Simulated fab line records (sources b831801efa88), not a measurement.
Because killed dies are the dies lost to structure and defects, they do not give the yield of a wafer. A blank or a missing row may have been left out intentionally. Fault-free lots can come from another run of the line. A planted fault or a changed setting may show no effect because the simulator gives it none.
Matching of chambers	flow sfq line	SFQ_TRILAYER_I1_CMP_CMP_046 on cmp-01 has 4 sister chambers
The step polishes SiO2. 4 wafers are shown with their chamber, then 8 later ones without.

## WAFERS WITH THEIR CHAMBER
wafer	chamber	motor current A (A)
L946.1	2	10.0
L946.3	3	11.4
L952.6	0	11.5
L953.1	1	8.7

## WAFERS MISSING THEIR CHAMBER
wafer	motor current A (A)
L953.2	11.1
L953.5	9.9
L955.4	10.1
L955.1	10.7
L955.2	8.3
L956.1	10.5
L956.2	11.7
L956.5	10.6

## EACH ONE'S CHAMBER
wafer	from the rows above	in truth
L953.2	can't be placed: 3 or 0 or 2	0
L953.5	2	2
L955.4	2	2
L955.1	can't be placed: 2 or 3 or 0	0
L955.2	1	1
L956.1	can't be placed: 2 or 3 or 0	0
L956.2	can't be placed: 0 or 3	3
L956.5	can't be placed: 2 or 3 or 0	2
Correctly placed: 3 of 8. These rows do not allow placing 5 (true chamber among the candidates in 5). Wrongly placed: 0.
How it was worked out, from the rows above alone: a wafer's distance from a chamber is the root of the sum, over the readings, of the square of ((its reading less the chamber's mean) divided by the reading's scatter). If the next closest chamber is less than 2 further off than the closest, the wafer can't be placed; otherwise it belongs to the closest. A chamber's mean is the mean of its shown wafers. The scatter: root of mean squared gap, hidden wafer to nearest shown wafer, with one shown wafer a chamber.
